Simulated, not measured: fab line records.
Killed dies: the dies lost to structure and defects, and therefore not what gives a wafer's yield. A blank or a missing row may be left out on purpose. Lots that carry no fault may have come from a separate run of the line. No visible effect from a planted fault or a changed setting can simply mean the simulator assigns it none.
The tool behind it: which one? | flow gf180mcu | 72 wafers from 24 lots sampled at 6 of the route's 602 steps

## WHAT THE GAUGES READ, wafer by wafer
GF_M4_OVL_MEAS_15.
lot  | measured     | on         | M4_OVL (nm)
L074 | day 23 15:05 | overlay-02 | 2 5 -1
L075 | day 23 23:49 | overlay-01 | -2 -3 -4
L076 | day 24 11:37 | overlay-01 | 10 8 3
L077 | day 24 14:02 | overlay-02 | -10 -5 -12
L078 | day 24 19:59 | overlay-02 | 6 3 5
L079 | day 25 10:23 | overlay-02 | -1 2 0
L080 | day 25 13:12 | overlay-01 | 5 8 8
L081 | day 26 02:38 | overlay-01 | 2 2 6
L082 | day 26 05:50 | overlay-01 | 3 4 6
L083 | day 26 09:53 | overlay-02 | 6 -2 3
L084 | day 26 15:12 | overlay-01 | -2 -1 -5
L085 | day 27 03:08 | overlay-02 | 3 8 4
L086 | day 27 10:49 | overlay-02 | -4 -4 1
L087 | day 27 23:47 | overlay-01 | 0 3 -2
L088 | day 28 02:55 | overlay-02 | 6 10 6
L089 | day 28 09:12 | overlay-01 | -2 3 -4
L090 | day 28 20:10 | overlay-01 | 2 1 10
L091 | day 28 22:52 | overlay-01 | 6 6 9
L092 | day 29 02:49 | overlay-02 | -4 8 4
L093 | day 29 10:31 | overlay-02 | 16 8 7
L094 | day 29 20:01 | overlay-02 | 1 -3 -6
L095 | day 30 02:38 | overlay-01 | -2 3 4
L096 | day 30 04:02 | overlay-01 | -8 -5 -7
L097 | day 30 08:10 | overlay-01 | -7 -2 -2

GF_V4_RS_MEAS_24: measurement is done with a four-point probe.
lot  | measured     | on           | V4_W_RS (ohm/sq)
L074 | day 24 15:18 | filmMetro-02 | 0.3233 0.3291 0.3220
L075 | day 25 00:01 | filmMetro-04 | 0.3272 0.3310 0.3285
L076 | day 25 11:41 | filmMetro-01 | 0.3284 0.3266 0.3327
L077 | day 25 13:50 | filmMetro-01 | 0.3278 0.3266 0.3259
L078 | day 25 19:59 | filmMetro-01 | 0.3309 0.3233 0.3264
L079 | day 26 09:14 | filmMetro-02 | 0.3299 0.3302 0.3319
L080 | day 26 12:57 | filmMetro-04 | 0.3284 0.3264 0.3249
L081 | day 27 01:13 | filmMetro-04 | 0.3248 0.3259 0.3254
L082 | day 27 05:08 | filmMetro-02 | 0.3286 0.3292 0.3266
L083 | day 27 08:36 | filmMetro-04 | 0.3284 0.3254 0.3281
L084 | day 27 14:04 | filmMetro-04 | 0.3268 0.3255 0.3285
L085 | day 28 01:19 | filmMetro-01 | 0.3231 0.3301 0.3277
L086 | day 28 08:51 | filmMetro-02 | 0.3295 0.3318 0.3301
L087 | day 28 20:48 | filmMetro-02 | 0.3272 0.3289 0.3339
L088 | day 29 01:17 | filmMetro-01 | 0.3293 0.3290 0.3273
L089 | day 29 07:02 | filmMetro-02 | 0.3260 0.3239 0.3226
L090 | day 29 17:14 | filmMetro-01 | 0.3280 0.3305 0.3310
L091 | day 29 20:39 | filmMetro-01 | 0.3274 0.3261 0.3265
L092 | day 30 00:38 | filmMetro-04 | 0.3312 0.3304 0.3333
L093 | day 30 08:02 | filmMetro-04 | 0.3225 0.3275 0.3258
L094 | day 30 16:56 | filmMetro-04 | 0.3303 0.3257 0.3285
L095 | day 30 23:14 | filmMetro-02 | 0.3321 0.3299 0.3272
L096 | day 31 00:40 | filmMetro-04 | 0.3239 0.3282 0.3244
L097 | day 31 04:41 | filmMetro-02 | 0.3225 0.3304 0.3292

GF_V5_OVL_MEAS_15.
lot  | measured     | on         | V5_OVL (nm)
L074 | day 27 08:31 | overlay-01 | 0 -1 8
L075 | day 27 16:13 | overlay-01 | -11 -6 -10
L076 | day 28 03:29 | overlay-02 | -12 -7 -15
L077 | day 28 05:05 | overlay-02 | 2 4 6
L078 | day 28 11:04 | overlay-02 | -2 -3 -10
L079 | day 28 23:52 | overlay-02 | -4 -9 -3
L080 | day 29 03:10 | overlay-02 | -7 -9 -3
L081 | day 29 14:49 | overlay-02 | -8 -7 -7
L082 | day 29 17:01 | overlay-02 | 7 9 10
L083 | day 29 20:25 | overlay-02 | 0 -1 4
L084 | day 30 02:33 | overlay-02 | -5 -2 -1
L085 | day 30 12:31 | overlay-01 | 4 10 7
L086 | day 30 19:59 | overlay-01 | 3 -1 12
L087 | day 31 06:23 | overlay-01 | -8 6 1
L088 | day 31 11:13 | overlay-02 | 0 -1 -2
L089 | day 31 16:13 | overlay-01 | -13 -6 -10
L090 | day 32 00:47 | overlay-02 | -13 -10 -11
L091 | day 32 04:28 | overlay-01 | -1 0 -1
L092 | day 32 07:55 | overlay-01 | 2 -2 2
L093 | day 32 14:19 | overlay-02 | -1 2 -12
L094 | day 32 22:10 | overlay-01 | 7 3 10
L095 | day 33 04:41 | overlay-01 | 1 7 3
L096 | day 33 05:23 | overlay-01 | 1 4 1
L097 | day 33 09:31 | overlay-02 | -4 -15 -9

GF_V5_THK_MEAS_25: measures by xrf.
lot  | measured     | on           | V5_W_THK (nm)
L074 | day 27 09:35 | filmMetro-03 | 349 352 353
L075 | day 27 17:18 | filmMetro-03 | 344 343 344
L076 | day 28 04:32 | filmMetro-02 | 345 338 344
L077 | day 28 06:10 | filmMetro-02 | 346 345 345
L078 | day 28 12:28 | filmMetro-03 | 360 356 361
L079 | day 29 01:02 | filmMetro-02 | 353 350 347
L080 | day 29 04:19 | filmMetro-03 | 347 352 349
L081 | day 29 15:55 | filmMetro-03 | 352 350 351
L082 | day 29 18:05 | filmMetro-04 | 358 354 352
L083 | day 29 21:30 | filmMetro-03 | 350 350 352
L084 | day 30 03:38 | filmMetro-03 | 340 342 349
L085 | day 30 13:34 | filmMetro-02 | 352 346 350
L086 | day 30 21:05 | filmMetro-03 | 344 347 349
L087 | day 31 07:26 | filmMetro-03 | 351 349 350
L088 | day 31 12:19 | filmMetro-02 | 353 352 349
L089 | day 31 17:17 | filmMetro-03 | 349 352 352
L090 | day 32 01:50 | filmMetro-02 | 348 350 350
L091 | day 32 05:32 | filmMetro-04 | 352 353 351
L092 | day 32 09:03 | filmMetro-02 | 353 343 346
L093 | day 32 15:29 | filmMetro-04 | 351 351 347
L094 | day 32 23:13 | filmMetro-03 | 339 347 345
L095 | day 33 05:50 | filmMetro-03 | 341 341 344
L096 | day 33 06:28 | filmMetro-02 | 352 349 348
L097 | day 33 10:35 | filmMetro-04 | 363 365 362

## WHICH TOOL RAN EACH LOT (tool, then ch and the chambers of the sampled wafers, then the start)
lot  | GF_M3_SPUTTER_03            | GF_V4_STRIP_18
L074 | pvdSputter-04, day 20 15:35 | plasmaAsher-02 ch 0,1, day 24 14:33
L075 | pvdSputter-02, day 20 21:40 | plasmaAsher-04 ch 0,1, day 24 23:14
L076 | pvdSputter-04, day 21 11:32 | plasmaAsher-04 ch 0,1, day 25 10:53
L077 | pvdSputter-04, day 21 12:46 | plasmaAsher-04 ch 0,1, day 25 13:03
L078 | pvdSputter-01, day 21 21:49 | plasmaAsher-04 ch 0,1, day 25 19:13
L079 | pvdSputter-04, day 22 11:17 | plasmaAsher-04 ch 0,1, day 26 08:27
L080 | pvdSputter-02, day 22 15:56 | plasmaAsher-03 ch 0,1, day 26 12:10
L081 | pvdSputter-02, day 23 08:05 | plasmaAsher-03 ch 0,1, day 27 00:28
L082 | pvdSputter-01, day 23 09:56 | plasmaAsher-03 ch 0,1, day 27 04:22
L083 | pvdSputter-02, day 23 13:54 | plasmaAsher-03 ch 0,1, day 27 07:50
L084 | pvdSputter-01, day 23 20:48 | plasmaAsher-04 ch 0,1, day 27 13:19
L085 | pvdSputter-02, day 24 08:33 | plasmaAsher-04 ch 0,1, day 28 00:34
L086 | pvdSputter-01, day 24 16:15 | plasmaAsher-04 ch 0,1, day 28 08:06
L087 | pvdSputter-01, day 25 07:11 | plasmaAsher-02 ch 0,1, day 28 20:01
L088 | pvdSputter-02, day 25 10:57 | plasmaAsher-03 ch 0,1, day 29 00:02
L089 | pvdSputter-02, day 25 16:51 | plasmaAsher-04 ch 1, day 29 06:17
L090 | pvdSputter-02, day 26 05:41 | plasmaAsher-02 ch 0,1, day 29 16:28
L091 | pvdSputter-02, day 26 08:20 | plasmaAsher-02 ch 0,1, day 29 19:51
L092 | pvdSputter-01, day 26 12:07 | plasmaAsher-02 ch 0,1, day 29 23:51
L093 | pvdSputter-01, day 26 20:04 | plasmaAsher-02 ch 0,1, day 30 07:15
L094 | pvdSputter-02, day 27 05:29 | plasmaAsher-03 ch 0,1, day 30 16:10
L095 | pvdSputter-02, day 27 12:31 | plasmaAsher-03 ch 0,1, day 30 22:26
L096 | pvdSputter-01, day 27 14:10 | plasmaAsher-02 ch 0,1, day 30 23:55
L097 | pvdSputter-04, day 27 18:48 | plasmaAsher-04 ch 0,1, day 31 03:54
- GF_M3_SPUTTER_03: material Ti, target thk 10 nm, time 6.7 s.
- GF_V4_STRIP_18: strips in O2/N2.

## WHAT THE TOOLS THEMSELVES READ (means of the sampled wafers that have a number; where no wafer has one, the mark that the record gives instead)
GF_M3_SPUTTER_03.
lot  | tool          | throttleValvePct (%)
L074 | pvdSputter-04 | 30.9
L075 | pvdSputter-02 | 28.7
L076 | pvdSputter-04 | 30.2
L077 | pvdSputter-04 | 29.4
L078 | pvdSputter-01 | 30.7
L079 | pvdSputter-04 | 30.1
L080 | pvdSputter-02 | 28.6
L081 | pvdSputter-02 | 29.3
L082 | pvdSputter-01 | 30.9
L083 | pvdSputter-02 | 29.0
L084 | pvdSputter-01 | 30.3
L085 | pvdSputter-02 | 28.7
L086 | pvdSputter-01 | 29.9
L087 | pvdSputter-01 | 30.2
L088 | pvdSputter-02 | 29.0
L089 | pvdSputter-02 | 29.3
L090 | pvdSputter-02 | 28.7
L091 | pvdSputter-02 | 29.0
L092 | pvdSputter-01 | 30.1
L093 | pvdSputter-01 | 30.1
L094 | pvdSputter-02 | 29.3
L095 | pvdSputter-02 | 29.0
L096 | pvdSputter-01 | 30.7
L097 | pvdSputter-04 | 29.3

GF_V4_STRIP_18.
lot  | tool           | chamberPressureMTorr (mTorr) | drypumpMotorCurrentA (A) | heaterPowerW (W) | oesProductAu (a.u.)
L074 | plasmaAsher-02 | 1500.9                       | 5.50                     | 304              | 0.595
L075 | plasmaAsher-04 | 1498.8                       | 5.39                     | 281              | 0.593
L076 | plasmaAsher-04 | 1501.3                       | 5.61                     | 283              | 0.595
L077 | plasmaAsher-04 | 1499.7                       | 5.64                     | 284              | 0.593
L078 | plasmaAsher-04 | 1500.3                       | 5.40                     | 282              | 0.594
L079 | plasmaAsher-04 | 1500.8                       | 5.39                     | 281              | 0.587
L080 | plasmaAsher-03 | 1500.6                       | 5.72                     | 356              | 0.588
L081 | plasmaAsher-03 | 1501.7                       | 5.87                     | 379              | 0.595
L082 | plasmaAsher-03 | 1500.6                       | 5.73                     | 361              | 0.592
L083 | plasmaAsher-03 | 1500.7                       | 5.74                     | 357              | 0.593
L084 | plasmaAsher-04 | 1500.6                       | 5.39                     | 277              | 0.590
L085 | plasmaAsher-04 | 1499.6                       | 5.40                     | 280              | 0.591
L086 | plasmaAsher-04 | 1499.7                       | 5.39                     | 281              | 0.593
L087 | plasmaAsher-02 | 1498.6                       | 5.62                     | 307              | 0.596
L088 | plasmaAsher-03 | 1500.5                       | 5.87                     | 368              | 0.595
L089 | plasmaAsher-04 | 1499.6                       | 5.17                     | 279              | 0.590
L090 | plasmaAsher-02 | 1501.0                       | 5.55                     | 308              | 0.592
L091 | plasmaAsher-02 | 1499.7                       | 5.60                     | 309              | 0.594
L092 | plasmaAsher-02 | 1500.0                       | 5.61                     | 312              | 0.596
L093 | plasmaAsher-02 | 1500.8                       | 5.53                     | 307              | 0.597
L094 | plasmaAsher-03 | 1500.2                       | 5.86                     | 375              | 0.596
L095 | plasmaAsher-03 | 1499.4                       | 5.75                     | 352              | 0.591
L096 | plasmaAsher-02 | 1499.9                       | 5.53                     | 306              | 0.597
L097 | plasmaAsher-04 | 1499.6                       | 5.40                     | 278              | 0.591

## THE ANSWER, worked out from the rows above alone
Rule: the lots themselves supply what counts as usual. Put in order of their means at a reading, lots are off if they are a third of the lots or fewer, leave a main group of 4 or more, and stand apart from it by a gap of 3 or more times the standard deviation of the main group's means; of several such gaps the widest counts. The tables above print the reading to a certain number of digits; a main group whose means all agree to those digits is not used. Also off: a lot with no number at a reading for which 4 or more lots have one. Any other lot the step has rows for is counted as sound. After the gauges, taken in route order, come the tools' own readings; for these a lot's mean is taken, as printed above. At the first step where some lot is off, the reading lying furthest off is the one used; lots without a number count as furthest.
No lot is off on any of the readings shown, so nothing can be concluded from this.

## WHAT THE SIMULATOR PUT IN
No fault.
